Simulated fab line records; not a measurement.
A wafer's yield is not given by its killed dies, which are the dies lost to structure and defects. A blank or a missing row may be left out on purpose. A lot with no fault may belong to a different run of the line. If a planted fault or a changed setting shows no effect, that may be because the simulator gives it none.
Which tool was responsible? | flow gf180mcu | Sampling: 14 lots, 41 wafers, 4 of 602 route steps

== WHAT THE GAUGES READ, wafer by wafer ==
GF_HV_LDD_CD_MEAS_07: the cd target is 400 nm.
lot  | measured     | on        | cd nm (nm)
L835 | day 9 20:08  | cd sem-01 | 402.2 400.2 399.1
L836 | day 9 23:46  | cd sem-02 | 402.8 404.2 402.5
L837 | day 10 10:20 | cd sem-02 | 403.6 401.4 401.7
L838 | day 10 20:23 | cd sem-02 | 398.3 396.1 396.7
L839 | day 11 01:03 | cd sem-01 | 399.3 400.0 400.9
L840 | day 11 07:12 | cd sem-01 | 398.7 402.4 402.6
L841 | day 11 18:13 | cd sem-01 | 404.9 404.5 403.3
L845 | day 12 21:31 | cd sem-01 | 412.3 401.9 402.3
L847 | day 13 16:21 | cd sem-02 | 398.9 408.0
L854 | day 16 03:34 | cd sem-01 | 399.7 400.3 402.1
L855 | day 16 10:24 | cd sem-02 | 402.3 398.9 398.5
L856 | day 16 16:35 | cd sem-02 | 402.0 401.0 401.2
L857 | day 16 21:05 | cd sem-02 | 401.9 401.6 402.4
L858 | day 17 07:13 | cd sem-02 | 401.9 401.0 402.3

GF_V1_BOW_MEAS_05.
lot  | measured     | on            | V1_BOW (um)
L835 | day 16 21:42 | film metro-02 | 86 75 85
L836 | day 17 00:44 | film metro-01 | 84 76 75
L837 | day 17 14:20 | film metro-02 | 77 78 86
L838 | day 18 03:37 | film metro-02 | 82 75 73
L839 | day 18 11:38 | film metro-02 | 85 66 94
L840 | day 18 17:51 | film metro-01 | 86 72 84
L841 | day 19 08:56 | film metro-02 | 78 80 65
L845 | day 20 17:48 | film metro-01 | 84 90 86
L847 | day 21 18:50 | film metro-01 | 79 75
L854 | day 24 08:35 | film metro-01 | 83 92 76
L855 | day 24 16:07 | film metro-02 | 81 78 82
L856 | day 24 23:02 | film metro-01 | 84 77 78
L857 | day 25 02:22 | film metro-04 | 92 95 88
L858 | day 25 12:04 | film metro-04 | 83 76 81

== TOOL THAT RAN EACH LOT (tool first, then ch and the chambers of the sampled wafers, then the start) ==
lot  | GF_HV_LDD_DEVELOP_06              | GF_M1_SPUTTER_02
L835 | litho track-01 ch 0, day 9 20:00  | pvd sputter-04, day 15 21:55
L836 | litho track-03 ch 0, day 9 23:37  | pvd sputter-03, day 16 01:10
L837 | litho track-01 ch 0, day 10 10:11 | pvd sputter-03, day 16 14:40
L838 | litho track-01 ch 0, day 10 20:14 | pvd sputter-03, day 17 03:05
L839 | litho track-04 ch 0, day 11 00:54 | pvd sputter-02, day 17 10:37
L840 | litho track-04 ch 0, day 11 07:03 | pvd sputter-04, day 17 17:23
L841 | litho track-01 ch 0, day 11 18:04 | pvd sputter-03, day 18 07:14
L845 | litho track-04 ch 0, day 12 21:22 | pvd sputter-02, day 19 16:22
L847 | litho track-04 ch 0, day 13 16:12 | pvd sputter-04, day 20 17:15
L854 | litho track-04 ch 0, day 16 03:25 | pvd sputter-04, day 23 08:27
L855 | litho track-04 ch 0, day 16 10:16 | pvd sputter-02, day 23 15:47
L856 | litho track-04 ch 0, day 16 16:26 | pvd sputter-03, day 23 22:54
L857 | litho track-04 ch 0, day 16 20:56 | pvd sputter-04, day 24 02:10
L858 | litho track-03 ch 0, day 17 07:04 | pvd sputter-03, day 24 12:46
- GF_HV_LDD_DEVELOP_06: develop time 60 s.
- GF_M1_SPUTTER_02: material AlCu, target thk 450 nm, time 23.9 s.

== WHAT THE TOOLS THEMSELVES READ (means of the sampled wafers that have a number; where no wafer has one, the mark that the record gives instead) ==
GF_HV_LDD_DEVELOP_06.
lot  | tool           | chill plate temp C (C) | resist line temp C (C)
L835 | litho track-01 | 22.88                  | 23.11
L836 | litho track-03 | 22.98                  | 23.08
L837 | litho track-01 | 22.91                  | 23.12
L838 | litho track-01 | 22.96                  | 22.89
L839 | litho track-04 | 23.12                  | 23.01
L840 | litho track-04 | 23.11                  | 23.05
L841 | litho track-01 | 23.08                  | 23.12
L845 | litho track-04 | 23.08                  | 23.00
L847 | litho track-04 | 22.96                  | 23.06
L854 | litho track-04 | 23.08                  | 22.96
L855 | litho track-04 | 22.85                  | 23.02
L856 | litho track-04 | 22.98                  | 23.00
L857 | litho track-04 | 22.92                  | 22.95
L858 | litho track-03 | 22.94                  | 22.93

GF_M1_SPUTTER_02.
lot  | tool           | throttle valve pct (%)
L835 | pvd sputter-04 | 28.9
L836 | pvd sputter-03 | 30.2
L837 | pvd sputter-03 | 28.8
L838 | pvd sputter-03 | 30.8
L839 | pvd sputter-02 | 29.3
L840 | pvd sputter-04 | 29.8
L841 | pvd sputter-03 | 28.9
L845 | pvd sputter-02 | 29.5
L847 | pvd sputter-04 | 30.2
L854 | pvd sputter-04 | 29.6
L855 | pvd sputter-02 | 29.3
L856 | pvd sputter-03 | 31.1
L857 | pvd sputter-04 | 30.2
L858 | pvd sputter-03 | 31.6

== THE ANSWER, worked out from the rows above alone ==
Rule: the usual values come from the lots themselves. The widest of any qualifying gaps counts: lots, ordered by their means at a reading, are off when they make up no more than a third of the lots, leave a main group of 4 or more, and stand apart from it by 3 or more times the standard deviation of that group's means. If all means in a main group match to the digits the tables above print for the reading, that group is not used. A lot without any number at a reading at which 4 lots or more have one is off too. Where the step has rows for the other lots, those lots are counted as sound. After the gauges, taken in route order, come the tools' own readings; for these a lot's mean is taken, as printed above. At the first step where some lot is off, the reading lying furthest off is the one used; lots without a number count as furthest.
Nothing can be told from this: no lot is off at any reading shown.

== WHAT WAS PUT IN BY THE SIMULATOR ==
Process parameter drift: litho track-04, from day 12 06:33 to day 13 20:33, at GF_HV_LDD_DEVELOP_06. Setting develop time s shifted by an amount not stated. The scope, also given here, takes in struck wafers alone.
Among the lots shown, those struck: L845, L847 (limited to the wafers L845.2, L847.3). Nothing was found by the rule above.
